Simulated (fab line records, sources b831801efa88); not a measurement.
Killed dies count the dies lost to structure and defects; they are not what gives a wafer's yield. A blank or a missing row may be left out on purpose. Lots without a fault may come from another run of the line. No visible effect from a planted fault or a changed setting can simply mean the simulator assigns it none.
Chamber matching / flow gf180mcu / 3 sister chambers for GF_V4_CVD_02 on pecvd-01
The step deposits SiO2 from TEOS, target thk 850 nm, time 94.851 s. 6 wafers are shown with their chamber, then 7 later ones without.

== WAFERS PAIRED WITH THEIR CHAMBERS ==
wafer=L077.5; chamber=1; heater power w (W)=521; heater power outer w (W)=262
wafer=L079.4; chamber=1; heater power w (W)=528; heater power outer w (W)=259
wafer=L083.1; chamber=0; heater power w (W)=830; heater power outer w (W)=444
wafer=L083.5; chamber=0; heater power w (W)=885; heater power outer w (W)=503
wafer=L086.3; chamber=2; heater power w (W)=687; heater power outer w (W)=420
wafer=L086.5; chamber=2; heater power w (W)=730; heater power outer w (W)=433

== WAFERS WITHOUT THEIR CHAMBER ==
wafer=L086.6; heater power w (W)=954; heater power outer w (W)=529
wafer=L090.1; heater power w (W)=768; heater power outer w (W)=468
wafer=L090.4; heater power w (W)=787; heater power outer w (W)=490
wafer=L090.6; heater power w (W)=934; heater power outer w (W)=518
wafer=L092.1; heater power w (W)=522; heater power outer w (W)=270
wafer=L092.5; heater power w (W)=779; heater power outer w (W)=485
wafer=L092.6; heater power w (W)=567; heater power outer w (W)=286

== EACH ONE'S CHAMBER ==
wafer=L086.6; from the rows above=0; in truth=0
wafer=L090.1; from the rows above=can't be placed: 2 or 0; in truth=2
wafer=L090.4; from the rows above=can't be placed: 0 or 2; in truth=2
wafer=L090.6; from the rows above=0; in truth=0
wafer=L092.1; from the rows above=1; in truth=1
wafer=L092.5; from the rows above=can't be placed: 0 or 2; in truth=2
wafer=L092.6; from the rows above=1; in truth=1
Correct placement for 4 of the 7. Can't be placed from these rows: 3 (the true chamber is among the candidates in 3). Number placed wrongly: 0.
How it was worked out, from the rows above alone: a wafer's distance from a chamber is the root of the sum, over the readings, of the square of ((its reading less the chamber's mean) divided by the reading's scatter). The wafer belongs to the nearest chamber; if the next one is less than 2 further off, it can't be placed. The mean given for a chamber averages the wafers shown for that chamber. The scatter: take each reading less its chamber's mean, square it, sum over the shown wafers, divide by the number of wafers less the number of chambers, and take the root.
